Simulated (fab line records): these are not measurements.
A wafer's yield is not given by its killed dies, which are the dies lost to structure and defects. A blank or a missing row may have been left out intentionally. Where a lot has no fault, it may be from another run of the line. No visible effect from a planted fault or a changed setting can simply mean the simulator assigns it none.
Which tool did it? / flow sky130 / 21 wafers from 7 lots sampled at 2 of the route's 708 steps

WHAT THE GAUGES SHOWED, per wafer
SKY_CAP2M_THK_MEAS_01.
lot=L231; measured=day 40 13:31; on=filmMetro-02; CAP2M_CVD_00_THK (nm)=15.79 15.82 15.97
lot=L234; measured=day 41 00:19; on=filmMetro-01; CAP2M_CVD_00_THK (nm)=15.54 15.66 15.67
lot=L236; measured=day 41 19:55; on=filmMetro-03; CAP2M_CVD_00_THK (nm)=15.21 15.16 15.33
lot=L242; measured=day 43 09:53; on=filmMetro-02; CAP2M_CVD_00_THK (nm)=15.18 15.52 15.42
lot=L244; measured=day 43 18:41; on=filmMetro-02; CAP2M_CVD_00_THK (nm)=9.24 9.42 9.31
lot=L246; measured=day 44 11:43; on=filmMetro-03; CAP2M_CVD_00_THK (nm)=15.35 15.43 15.55
lot=L252; measured=day 46 00:31; on=filmMetro-03; CAP2M_CVD_00_THK (nm)=15.56 15.85 15.03

WHICH TOOL RAN EACH LOT (tool, then ch and the chambers of the sampled wafers, then the start)
lot=L231; SKY_CAP2M_CVD_00=pecvd-02 ch 1,2, day 40 13:29
lot=L234; SKY_CAP2M_CVD_00=pecvd-01 ch 0,1,2, day 41 00:17
lot=L236; SKY_CAP2M_CVD_00=pecvd-01 ch 0,1,2, day 41 19:54
lot=L242; SKY_CAP2M_CVD_00=pecvd-02 ch 0,2, day 43 09:52
lot=L244; SKY_CAP2M_CVD_00=pecvd-01 ch 0,1, day 43 18:40
lot=L246; SKY_CAP2M_CVD_00=pecvd-04 ch 0,1,2, day 44 11:41
lot=L252; SKY_CAP2M_CVD_00=pecvd-02 ch 0,1,2, day 46 00:29
- SKY_CAP2M_CVD_00: deposits SiO2, target thk 15.5 nm.

THE ANSWER, worked out from the rows above alone
Rule: usual is defined by the lots themselves. Put in order of their means at a reading, lots are off if they are a third of the lots or fewer, leave a main group of 4 or more, and stand apart from it by a gap of 3 or more times the standard deviation of the main group's means; of several such gaps the widest counts. A main group whose means are all the same, to the digits that the tables above print for the reading, isn't used. A lot without any number at a reading at which 4 lots or more have one is off too. Any other lot the step has rows for is counted as sound.
Off: at SKY_CAP2M_THK_MEAS_01 (CAP2M_CVD_00_THK), L244. Mean 15.50 nm and standard deviation 0.2 in the main group.
A tool fits if, at a process step before that reading, it ran every lot that is off, and no sound lot after the first of them. Gauges at SKY_CAP2M_THK_MEAS_01: tried the same way as those tools. This does not decide it: 2 tools fit, namely pecvd-01 at SKY_CAP2M_CVD_00 and filmMetro-02 at SKY_CAP2M_THK_MEAS_01.

WHAT HAD BEEN PUT IN BY THE SIMULATOR
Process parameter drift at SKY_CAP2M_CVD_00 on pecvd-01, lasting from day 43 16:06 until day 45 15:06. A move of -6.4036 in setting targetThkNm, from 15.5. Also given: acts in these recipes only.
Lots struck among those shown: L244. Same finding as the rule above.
